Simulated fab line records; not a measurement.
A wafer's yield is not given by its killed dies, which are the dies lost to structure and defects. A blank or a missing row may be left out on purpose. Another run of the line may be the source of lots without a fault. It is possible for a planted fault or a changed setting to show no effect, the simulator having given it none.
Split-lot trial || flow sky130 || 23 wafers read across 5 lots, on a route 708 steps long

ON THE SPLIT
At SKY_CAPM_SPUTTER_02 (material TiN, target thk 200 nm, time 166.7 s), the setting time_s was moved away from the recipe's 166.7 s on 7 of the 23 wafers read, by -11.0% to -5.9%. This setting was run at the recipe's value on the other wafers.

FROM THE SPLIT TO THE READING: what the file shows between them, 3 steps
- SKY_CAPM_RS_MEAS_03: measures by four-point-probe
- SKY_CAPM_THK_MEAS_04: measures by xrf
- SKY_CAPM_DEVELOP_11: develop time 60 s (also split here: develop_time_s)

THE READING
oes_product_au, in a.u., at SKY_CAPM_METAL_ETCH_13 (etches TiN in Cl2/BCl3, stops on SiO2, target depth 220 nm, time 62.9 s). On this fab line, fault-free wafers typically give 0.935 a.u. with a standard deviation of 0.0077 a.u.

{"wafer": "L076.2", "tool, chamber at the split": "pvd_sputter-04, -", "time_s as run, s": 156.9, "against the recipe": "-5.9%", "oes_product_au, a.u.": 0.905, "against lot-mates on the recipe": -0.027}
{"wafer": "L076.3", "tool, chamber at the split": "pvd_sputter-04, -", "time_s as run, s": 166.7, "against the recipe": "recipe", "oes_product_au, a.u.": 0.936, "against lot-mates on the recipe": "-"}
{"wafer": "L076.4", "tool, chamber at the split": "pvd_sputter-04, -", "time_s as run, s": 166.7, "against the recipe": "recipe", "oes_product_au, a.u.": 0.919, "against lot-mates on the recipe": "-"}
{"wafer": "L076.5", "tool, chamber at the split": "pvd_sputter-04, -", "time_s as run, s": 156.9, "against the recipe": "-5.9%", "oes_product_au, a.u.": 0.907, "against lot-mates on the recipe": -0.025}
{"wafer": "L076.6", "tool, chamber at the split": "pvd_sputter-04, -", "time_s as run, s": 166.7, "against the recipe": "recipe", "oes_product_au, a.u.": 0.942, "against lot-mates on the recipe": "-"}
{"wafer": "L075.1", "tool, chamber at the split": "pvd_sputter-03, -", "time_s as run, s": 166.7, "against the recipe": "recipe", "oes_product_au, a.u.": 0.929, "against lot-mates on the recipe": "-"}
{"wafer": "L075.2", "tool, chamber at the split": "pvd_sputter-03, -", "time_s as run, s": 166.7, "against the recipe": "recipe", "oes_product_au, a.u.": 0.935, "against lot-mates on the recipe": "-"}
{"wafer": "L075.3", "tool, chamber at the split": "pvd_sputter-03, -", "time_s as run, s": 166.7, "against the recipe": "recipe", "oes_product_au, a.u.": 0.930, "against lot-mates on the recipe": "-"}
{"wafer": "L075.5", "tool, chamber at the split": "pvd_sputter-03, -", "time_s as run, s": 166.7, "against the recipe": "recipe", "oes_product_au, a.u.": 0.934, "against lot-mates on the recipe": "-"}
{"wafer": "L075.6", "tool, chamber at the split": "pvd_sputter-03, -", "time_s as run, s": 166.7, "against the recipe": "recipe", "oes_product_au, a.u.": 0.929, "against lot-mates on the recipe": "-"}
{"wafer": "L079.3", "tool, chamber at the split": "pvd_sputter-01, -", "time_s as run, s": 166.7, "against the recipe": "recipe", "oes_product_au, a.u.": 0.936, "against lot-mates on the recipe": "-"}
{"wafer": "L079.5", "tool, chamber at the split": "pvd_sputter-01, -", "time_s as run, s": 166.7, "against the recipe": "recipe", "oes_product_au, a.u.": 0.927, "against lot-mates on the recipe": "-"}
{"wafer": "L079.6", "tool, chamber at the split": "pvd_sputter-01, -", "time_s as run, s": 166.7, "against the recipe": "recipe", "oes_product_au, a.u.": 0.928, "against lot-mates on the recipe": "-"}
{"wafer": "L082.1", "tool, chamber at the split": "pvd_sputter-04, -", "time_s as run, s": 166.7, "against the recipe": "recipe", "oes_product_au, a.u.": 0.918, "against lot-mates on the recipe": "-"}
{"wafer": "L082.2", "tool, chamber at the split": "pvd_sputter-04, -", "time_s as run, s": 148.3, "against the recipe": "-11.0%", "oes_product_au, a.u.": 0.876, "against lot-mates on the recipe": -0.054}
{"wafer": "L082.3", "tool, chamber at the split": "pvd_sputter-04, -", "time_s as run, s": 148.3, "against the recipe": "-11.0%", "oes_product_au, a.u.": 0.865, "against lot-mates on the recipe": -0.065}
{"wafer": "L082.4", "tool, chamber at the split": "pvd_sputter-04, -", "time_s as run, s": 148.3, "against the recipe": "-11.0%", "oes_product_au, a.u.": 0.883, "against lot-mates on the recipe": -0.047}
{"wafer": "L082.5", "tool, chamber at the split": "pvd_sputter-04, -", "time_s as run, s": 166.7, "against the recipe": "recipe", "oes_product_au, a.u.": 0.942, "against lot-mates on the recipe": "-"}
{"wafer": "L084.1", "tool, chamber at the split": "pvd_sputter-01, -", "time_s as run, s": 148.6, "against the recipe": "-10.9%", "oes_product_au, a.u.": 0.877, "against lot-mates on the recipe": -0.071}
{"wafer": "L084.2", "tool, chamber at the split": "pvd_sputter-01, -", "time_s as run, s": 166.7, "against the recipe": "recipe", "oes_product_au, a.u.": 0.947, "against lot-mates on the recipe": "-"}
{"wafer": "L084.4", "tool, chamber at the split": "pvd_sputter-01, -", "time_s as run, s": 166.7, "against the recipe": "recipe", "oes_product_au, a.u.": 0.949, "against lot-mates on the recipe": "-"}
{"wafer": "L084.5", "tool, chamber at the split": "pvd_sputter-01, -", "time_s as run, s": 148.6, "against the recipe": "-10.9%", "oes_product_au, a.u.": 0.878, "against lot-mates on the recipe": -0.070}
{"wafer": "L084.6", "tool, chamber at the split": "pvd_sputter-01, -", "time_s as run, s": 166.7, "against the recipe": "recipe", "oes_product_au, a.u.": 0.949, "against lot-mates on the recipe": "-"}

THE FIT
A straight line over all 23 wafers: oes_product_au changes by +0.0053 a.u. for each +1% of time_s; r = +0.95; the points scatter about the line by 0.0087 a.u.
The same after taking each lot's own level away (the mean of its wafers on the recipe; 23 wafers): +0.00552 a.u. for each +1%; r = +0.96; scatter 0.0076 a.u.
The reading moves by 0.061 a.u. for the largest change in time_s, on that fit.
Measured against the standard deviation above, the lots' own levels, which go from 0.9300 to 0.9483 a.u., span 2.4 times it.
Consequently the slope shifts little with the lot-to-lot level, the two slopes agreeing.
Check: with one of the wafers moved furthest among these (-11.0%) left out of the fit, the line predicts -0.0621 a.u. for it against its lot-mates. It came out at -0.054 a.u. against them.

THESE WAFERS: OTHER SPLITS
These wafers also went through other splits before the reading. Each is held against what the fit with the lots' levels taken away leaves over:
{"other split on the same wafers": "SKY_CAPM_DEVELOP_11 develop_time_s", "wafers away from the commonest value": 9, "r with oes_product_au (lot level and that fit taken away)": "+0.17"}

THE WHOLE CHAIN: every reading that the file lists as answering this split, in the file's order
{"step": "SKY_CAPM_SPUTTER_02", "what it does": "material TiN, target thk 200 nm, time 166.7 s", "reading": "TiN_of_CAPM_SPUTTER_02.thk_nm (the simulator's own value, which no gauge read)", "change (the file's fit)": "+2.11 nm for each +1% of the setting", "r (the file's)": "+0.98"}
{"step": "SKY_CAPM_RS_MEAS_03", "what it does": "measures by four-point-probe", "reading": "CAPM_TIN_RS", "change (the file's fit)": "-0.0847 for each +1% of the setting", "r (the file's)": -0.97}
{"step": "SKY_CAPM_THK_MEAS_04", "what it does": "measures by xrf", "reading": "CAPM_TIN_THK", "change (the file's fit)": "+2.17 for each +1% of the setting", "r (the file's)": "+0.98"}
{"step": "SKY_CAPM_METAL_ETCH_13", "what it does": "etches TiN in Cl2/BCl3, stops on SiO2, target depth 220 nm, time 62.9 s", "reading": "oes_product_au", "change (the file's fit)": "+0.00559 a.u. for each +1% of the setting", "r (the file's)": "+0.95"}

THE FILE'S OWN FIT
oes_product_au changes by +0.00559 a.u. for each +1% of time_s, r = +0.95.
